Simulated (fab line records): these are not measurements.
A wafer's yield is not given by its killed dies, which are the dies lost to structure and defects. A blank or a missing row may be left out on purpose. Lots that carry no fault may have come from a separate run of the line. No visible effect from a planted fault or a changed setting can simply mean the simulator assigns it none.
A struck lot beside a sound one	flow sky130	28 out of 708 route steps
Sound: wafers L626.3, L626.4, L626.5. Struck: wafers L631.3, L631.6 (left out: L631.1, a lot-mate that was not struck); the cause follows at the end.
Each step with rows lists, per side, the tool, then ch with its chambers, then its first start. Under that, the readings that differ: sound wafers	struck wafers	difference of the means	sigmas: that difference in standard deviations of wafers without a fault.
alike: words and numbers the same on both sides, and readings whose means are apart by under 2 such deviations; not compared: readings that were withheld, readings missing a value for some wafer, numbers with overlapping values and no deviation given by the record, and bounds like >300 which may hide the same value.
The two part at a step that has a row with sigmas, a row that says differs or no value, or rows on one side only. When numbers do not overlap yet have no deviation, they are printed without sigmas and do not part them. Lack of a reading on every wafer of one side parts them only where that side has two or more wafers.

first, 5 steps without rows for these wafers: SKY_VIA4_ETCH_12 (etches SiO2 in C4F8/O2/Ar, stops on TiN, target depth 580 nm); SKY_VIA4_STRIP_13 (strips in O2/N2); SKY_VIA4_STRIP_14 (strips in post etch residue remover, time 1200 s); SKY_VIA4_CLEAN_15 (cleans in IPA, time 180 s); SKY_VIA4_CLEAN_16 (cleans in O3/DIW).
SKY_VIA4_SPUTTER_17: material TiN, target thk 20 nm, time 80 s.
  struck on pvd-sputter-03, day 45 23:33; sound on pvd-sputter-02, day 44 10:04
  alike: cathode-dc-power-W, throttle-valve-pct
SKY_VIA4_CVD_18: deposits W, target thk 505 nm, time 152.14 s.
  sound on cvd-w-02 ch 0,1, day 44 10:10; struck on cvd-w-02 ch 0,1, day 45 23:37
  alike: heater-power-w
SKY_VIA4_RS_MEAS_19: a four-point-probe measurement.
  struck on film-metro-02, day 45 23:46; sound on film-metro-02, day 44 10:19
  alike: VIA4_W_RS
SKY_VIA4_THK_MEAS_20: measures by xrf.
  struck on film-metro-02, day 45 23:53; sound on film-metro-02, day 44 10:25
  alike: VIA4_W_THK
then, 1 step without rows for these wafers: SKY_VIA4_CMP_21 (polishes, stops on SiO2, t overpolish 25 s, target thk 0 nm).
SKY_METAL5_SPUTTER_00: material Ti, target thk 15 nm, time 10 s.
  struck on pvd-sputter-02, day 46 00:14; sound on pvd-sputter-02, day 44 10:45
  alike: cathode-dc-power-W, throttle-valve-pct
then, 1 step without rows for these wafers: SKY_METAL5_SPUTTER_01 (material TiN, target thk 20 nm, time 16.7 s).
SKY_METAL5_SPUTTER_02: material AlCu, target thk 1150 nm, time 61.2 s.
  struck on pvd-sputter-02, day 46 00:17; sound on pvd-sputter-02, day 44 10:48
reading	sound	struck	difference	sigmas
model.AlCu_of_METAL5_SPUTTER_02.thk-nm (nm)	1148 1150 1148	708.9 716	-436.2	
  alike: cathode-dc-power-W, throttle-valve-pct
then, 2 steps without rows for these wafers: SKY_METAL5_SPUTTER_03 (material Ti, target thk 5 nm, time 3.3 s); SKY_METAL5_SPUTTER_04 (material TiN, target thk 70 nm, time 58.3 s).
SKY_METAL5_RS_MEAS_05: a four-point-probe measurement.
  struck on film-metro-03, day 46 00:25; sound on film-metro-01, day 44 10:58
reading	sound	struck	difference	sigmas
METAL5_ALCU_RS (ohm/sq)	0.02714 0.02706 0.02717	0.04394 0.04349	+0.01659	+57
SKY_METAL5_THK_MEAS_06: measures by xrf.
  struck on film-metro-03, day 46 00:32; sound on film-metro-01, day 44 11:04
reading	sound	struck	difference	sigmas
METAL5_ALCU_THK (nm)	1133 1144 1138	710 716	-425	-28
then, 7 steps without rows for these wafers: SKY_METAL5_DEHYDRATE_07 (time 60 s); SKY_METAL5_HMDS_08 (prime time 60 s); SKY_METAL5_COAT_09 (resist thk 1800 nm); SKY_METAL5_SOFTBAKE_10 (time 60 s); SKY_METAL5_EXPOSE_11 (exposes mask MM5, target cd 1600 nm); SKY_METAL5_PEB_12; SKY_METAL5_DEVELOP_13 (develop time 60 s).
SKY_METAL5_DESCUM_14: chemistry O2, time 11 s.
  sound on rie-metal-04 ch 0,1, day 45 08:14; struck on rie-metal-04 ch 0, day 46 21:03
  alike: chamber-pressure-mTorr, drypump-motor-current-A, he-backside-leak-sccm, oes-product-au, rf-fwd-power-W
  not compared: rf-hours-counter-h
SKY_METAL5_METAL_ETCH_15: etches the open film in Cl2/BCl3, stops on SiO2, target depth 1260 nm, time 252 s.
  sound on rie-metal-04 ch 0,1, day 45 08:20; struck on rie-metal-04 ch 0, day 46 21:05
reading	sound	struck	difference	sigmas
oes-product-au (a.u.)	0.894 0.890 0.895	0.724 0.720	-0.171	-36
  alike: chamber-pressure-mTorr, drypump-motor-current-A, he-backside-leak-sccm, rf-fwd-power-W, throttle-valve-pct
  not compared: rf-hours-counter-h
SKY_METAL5_STRIP_16: strips in O2/N2.
  sound on plasma-asher-04 ch 0,1, day 45 08:32; struck on plasma-asher-04 ch 0,1, day 46 21:19
  alike: chamber-pressure-mTorr, drypump-motor-current-A, oes-product-au, strip-time-to-endpoint-s
  not compared: rf-hours-counter-h
SKY_PAD_OPEN_PROBE_99:
  struck on prober-01, day 48 16:05; sound on prober-01, day 47 05:14
reading	sound	struck	difference	sigmas
model.etest.via4-chain.rc-ohm	0.7992 0.8394 0.8	0.8609 0.8448	+0.0400	
model.etest.met5.rs-ohm-sq	0.02678 0.02698 0.02727	0.0443 0.0444	+0.0173	
model.etest.met5.line-ohm-um	0.01679 0.01687 0.01707	0.02776 0.02778	+0.01086	
  alike: defect-limited-yield, killed_at_M0_to_M3, killed_at_M4_up, killed-at-contacts, killed-at-front-end, killed-at-other, killed-dies, killed-open, killed-short, sort_bin_3_pad_short, sort_bin_5_function, sort_bin_6_memory, sort-n-pass, sort-yield-pct

WHERE THEY PART
First at SKY_METAL5_RS_MEAS_05; last, within this record, at SKY_METAL5_METAL_ETCH_15. Later steps at which nothing parts them and some readings are alike: SKY_METAL5_STRIP_16, SKY_PAD_OPEN_PROBE_99.

WHY: the cause the simulator had injected
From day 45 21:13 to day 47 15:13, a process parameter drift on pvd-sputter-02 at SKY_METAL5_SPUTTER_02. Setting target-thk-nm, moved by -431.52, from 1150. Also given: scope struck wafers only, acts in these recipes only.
